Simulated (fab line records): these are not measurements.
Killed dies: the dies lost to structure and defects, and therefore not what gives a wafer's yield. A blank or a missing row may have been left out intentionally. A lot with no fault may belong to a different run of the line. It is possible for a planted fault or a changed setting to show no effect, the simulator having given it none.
fab line records | flow sfq-line
record: lots: 6 wafers: 18 last-day: 88
route steps=325 shown I7@309 M8@311
lots untouched by any fault: they come from a run of this same line in which no faults occurred
start-h: hours from the record's opening day to when the first of the lot's shown wafers began | wait-h: how many hours have passed since the lot's step before this one | " as in the row above | L1.1+2: a single row standing in for several wafers | - value missing, or start not given | * or withheld: withheld | < > ~ a bound
route shown NAME@n: NAME is a module with steps in the file, n the number in the route of the first one | usual: average and standard deviation across the fault-free wafers | same: alike in all rows | chamber/n: place in a boat | sites: per-site readings | _std_site: their standard deviation | _edge_site: the outer-site mean with the inner-site mean subtracted | radius-mm: how far each site lies from the wafer's centre | mask NAME#n: copy n | behind: the last tool/chamber to shape the wafer | hold: why the lot was held/for how many hours/how that ended | device: which transistor (n, p or np) failed to switch | end of line: the route-end tests of the same wafers | a step with no rows: only its recipe | killed: not the wafer's yield, but the dies lost to structure and defects at the first sort | map: per-die view of a wafer (x killed, . not killed, _ where there is no die)
set.NAME: the setting as run; set.NAME@STEP: as run at that earlier step | model.NAME: the simulator's own value behind a step, which no gauge read
certain route steps with their lots: each step a table, each wafer a row
services: a tool's chamber out of use, with start hour (start-h, from the record's first day; less than 0 if before it), hours out, and reason
== steps ==
step: SFQ_TRILAYER_I7_VIA_STRIP_STRIP_191
recipe: gas: O2 power-w: 200 platen-temp-c: 40 overash-fraction: 0.65 chemistry: O2 pressure-mtorr: 50
usual: drypump-motor-current-A: 5.49/0.2 oes-product-au: 1.007/0.0098
columns lot.wafer tool chamber start-h wait-h drypump-motor-current-A oes-product-au rf-hours-counter-h
L982.2 rie-metal-01 0 1874.93 - 5.43 1.011 43
L982.5 " 0 " " 5.40 1.003 -
L982.6 " 1 " " 5.63 1.011 -
L983.3 rie-metal-04 1 1880.90 - 5.57 1.002 -
L983.5 " 1 " " 5.56 1.001 -
L983.6 " 0 " " 5.54 1.006 -
L992.1 rie-metal-03 1 1981.94 - 5.82 1.018 3
L992.3 " 1 " " 5.82 1.009 -
L992.5 " 1 " " 5.81 1.010 -
L993.1 rie-metal-04 0 1984.34 - 5.59 0.989 83
L993.4 " 1 " " 5.57 1.004 -
L993.6 " 0 " " 5.58 0.982 -
L997.3 rie-metal-04 0 2052.74 - 5.58 0.998 -
L997.4 " 1 " " 5.56 1.003 -
L997.6 " 1 " " 5.55 1.004 -
L999.2 rie-metal-04 1 2111.22 - 5.55 1.016 45
L999.5 " 1 " " 5.57 1.013 -
L999.6 " 0 " " 5.56 0.997 -
step: SFQ_TRILAYER_I7_VIA_STRIP_SOLV_CLEAN_192
recipe: chemistry: NMP temp-c: 70 time-s: 600
step: SFQ_TRILAYER_M8_LITHO_LOR_COAT_197
recipe: resist: lift-off spin-rpm: 3000
step: SFQ_TRILAYER_M8_LITHO_LOR_BAKE_198
recipe: resist: lift-off temp-c: withheld time-s: withheld
step: SFQ_TRILAYER_M8_LITHO_COAT_193
recipe: resist: KrF spin-rpm: 3000 resist-thk-nm: 600
step: SFQ_TRILAYER_M8_LITHO_SOFTBAKE_199
recipe: temp-c: withheld time-s: withheld resist: KrF
step: SFQ_TRILAYER_M8_LITHO_EXPOSE_194
recipe: mask-id: M8 na: 0.6 source-shape: conventional sigma-outer: 0.65 target-cd-nm: 2000 dose-mj: 14.4
step: SFQ_TRILAYER_M8_LITHO_PEB_196
recipe: peb-temp-c: 115 peb-time-s: 60 resist: KrF
step: SFQ_TRILAYER_M8_LITHO_DEVELOP_195
recipe: img-clear-s: 15 time-s: 55 resist: KrF
step: SFQ_M8_OVL_MEAS_948
usual: M8_OVL: -2/6.2
columns lot.wafer tool chamber start-h wait-h M8_OVL[nm]
L982.2 overlay-01 - 1984.99 0.1 -6
L982.5 " - " " 4
L982.6 " - " " -11
L983.3 overlay-01 - 1986.20 0.1 6
L983.5 " - " " 2
L983.6 " - " " 2
L992.1 overlay-02 - 2054.77 0.1 7
L992.3 " - " " -1
L992.5 " - " " 1
L993.1 overlay-01 - 2055.97 0.1 -1
L993.4 " - " " 5
L993.6 " - " " 6
L997.3 overlay-02 - 2108.63 0.1 0
L997.4 " - " " 5
L997.6 " - " " 5
L999.2 overlay-01 - 2120.62 0.1 2
L999.5 " - " " 0
L999.6 " - " " 2
step: SFQ_TRILAYER_M8_DEP_EVAP_197
recipe: material: Ti angular-spread-deg: 1 target-thk-nm: 20 time-s: 100 power-w: 2000
step: SFQ_TRILAYER_M8_DEP_EVAP_198
recipe: material: Pt angular-spread-deg: 1 target-thk-nm: 50 time-s: 250 power-w: 2000
step: SFQ_TRILAYER_M8_DEP_EVAP_196
recipe: material: Au angular-spread-deg: 1 target-thk-nm: 180 time-s: 900 power-w: 2000
columns lot.wafer tool chamber start-h wait-h model.Au_of_TRILAYER_M8_DEP_EVAP_196.thk-nm
L982.2 pvd-sputter-02 - 1985.25 0.1 179.3
L982.5 " - " " 179.2
L982.6 " - " " 178.1
L983.3 pvd-sputter-01 - 1986.45 0.1 176.7
L983.5 " - " " 179.5
L983.6 " - " " 177.2
L992.1 pvd-sputter-02 - 2055.03 0.1 197.7
L992.3 " - " " 179.4
L992.5 " - " " 180.4
L993.1+4 pvd-sputter-02 - 2056.23 0.1 199.6
L993.6 " - " " 181.7
L997.3 pvd-sputter-01 - 2108.88 0.1 174.8
L997.4+6 " - " " 176.8
L999.2 pvd-sputter-01 - 2120.88 0.1 180.5
L999.5 " - " " 177.9
L999.6 " - " " 181.3
step: SFQ_M8_RS_MEAS_949
recipe: thk-meas-gauge: four-point-probe reads: Au_of_TRILAYER_M8_DEP_EVAP_196+Pt_of_TRILAYER_M8_DEP_EVAP_198+Ti_of_TRILAYER_M8_DEP_EVAP_197
usual: M8_AU_RS: 0.1546/0.0015
columns lot.wafer tool chamber start-h wait-h hold M8_AU_RS[ohm/sq]
L982.2 film-metro-01 - 1985.79 0.3 - 0.1545
L982.5 " - " " - 0.1548
L982.6 " - " " - 0.1557
L983.3 film-metro-03 - 1987.01 0.3 - 0.1561
L983.5 " - " " - 0.1538
L983.6 " - " " - 0.1557
L992.1 film-metro-01 - 2055.55 0.3 await-dispo/0.2h/release 0.1396
L992.3 " - " " await-dispo/0.2h/release 0.1544
L992.5 " - " " await-dispo/0.2h/release 0.1533
L992.1 film-metro-01 - 2055.83 0.3 - 0.1399
L992.3 " - " " - 0.1546
L992.5 " - " " - 0.1531
L993.1 film-metro-01 - 2056.75 0.3 await-dispo/0.2h/release 0.1384
L993.4 " - " " await-dispo/0.2h/release 0.1387
L993.6 " - " " await-dispo/0.2h/release 0.1520
L993.1 film-metro-01 - 2057.03 0.3 - 0.1383
L993.4 " - " " - 0.1382
L993.6 " - " " - 0.1523
L997.3 film-metro-03 - 2109.44 0.3 - 0.1580
L997.4 " - " " - 0.1562
L997.6 " - " " - 0.1561
L999.2 film-metro-01 - 2121.42 0.3 - 0.1534
L999.5 " - " " - 0.1554
L999.6 " - " " - 0.1528
step: SFQ_M8_THK_MEAS_950
recipe: thk-meas-gauge: xrf reads: Au_of_TRILAYER_M8_DEP_EVAP_196
usual: M8_AU_THK: 181.3/2.2
columns lot.wafer tool chamber start-h wait-h hold M8_AU_THK[nm]
L982.2 film-metro-01 - 1985.90 0.1 - 182.3
L982.5 " - " " - 182.8
L982.6 " - " " - 180.8
L983.3 film-metro-03 - 1987.11 0.1 - 179.3
L983.5 " - " " - 182.8
L983.6 " - " " - 181.0
L992.1 film-metro-01 - 2059.27 3.4 await-dispo/0.2h/release 201.2
L992.3 " - " " await-dispo/0.2h/release 182.1
L992.5 " - " " await-dispo/0.2h/release 184.1
L992.1 film-metro-01 - 2059.50 0.2 - 200.8
L992.3 " - " " - 182.3
L992.5 " - " " - 182.9
L993.1 film-metro-01 - 2071.83 14.8 await-dispo/0.2h/release 204.3
L993.4 " - " " await-dispo/0.2h/release 203.5
L993.6 " - " " await-dispo/0.2h/release 185.4
L993.1 film-metro-01 - 2072.06 0.2 - 204.4
L993.4 " - " " - 203.3
L993.6 " - " " - 185.4
L997.3 film-metro-03 - 2109.54 0.1 - 178.0
L997.4 " - " " - 178.7
L997.6 " - " " - 179.9
L999.2 film-metro-01 - 2121.53 0.1 - 183.3
L999.5 " - " " - 179.9
L999.6 " - " " - 183.1
== services ==
columns tool chamber start-h hours kind
rie-metal-01 - 1854.36 0.3 repair
rie-metal-03 - 1856.39 0.5 repair
rie-metal-03 0 1861.94 4.1 repair
pvd-sputter-01 0 1875.80 - consumable-replace:kit
pvd-sputter-01 0 1875.80 18.0 scheduled-down
pvd-sputter-01 0 1875.80 18.0 vent-cycle
rie-metal-03 1 1896.65 12.6 repair
rie-metal-01 - 1917.26 1.4 pm
rie-metal-03 1 1942.63 - clean
rie-metal-03 1 1942.63 - consumable-replace:focus-ring
rie-metal-03 1 1942.63 16.1 scheduled-down
rie-metal-03 1 1942.63 16.1 vent-cycle
rie-metal-04 - 1948.25 14.6 pm
pvd-sputter-01 - 2002.46 7.7 repair
pvd-sputter-02 2 2043.19 - consumable-replace:kit
pvd-sputter-02 2 2043.19 18.0 scheduled-down
pvd-sputter-02 2 2043.19 18.0 vent-cycle
pvd-sputter-01 - 2055.93 1.1 repair
pvd-sputter-01 - 2071.64 4.3 repair
rie-metal-01 1 2080.75 5.0 repair
rie-metal-04 1 2088.73 7.4 repair
rie-metal-01 - 2088.97 2.8 pm
rie-metal-04 - 2093.26 8.2 repair
rie-metal-01 0 2100.84 4.2 repair
== key ==
first-sign: step: SFQ_M8_RS_MEAS_949 reading: visit direction: added
effect: step: SFQ_M8_RS_MEAS_949 reading: M8_AU_RS direction: down sigmas: 10 usual: 0.1546 struck: 0.1389
effect: step: SFQ_M8_THK_MEAS_950 reading: visit direction: added
effect: step: SFQ_M8_THK_MEAS_950 reading: M8_AU_THK direction: up sigmas: 9.8 usual: 181.3 struck: 203.0
model-effect: step: SFQ_TRILAYER_M8_DEP_EVAP_196 value: Au_of_TRILAYER_M8_DEP_EVAP_196.thk-nm without: 178.8 struck: 198.9
met-at SFQ_TRILAYER_M8_DEP_EVAP_196
struck-wafers L992.1,L993.1,L993.4
onset-between 1985.25 2055.03
fault: kind: process-parameter-drift tool: pvd-sputter-02 chamber: - onset-h: 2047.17 steps: SFQ_TRILAYER_M8_DEP_EVAP_196 channel: target-thk-nm offset: 20.138 shape: step end-h: 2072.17 acts-in: these-recipes-only stated: 180 scope: struck-wafers-only
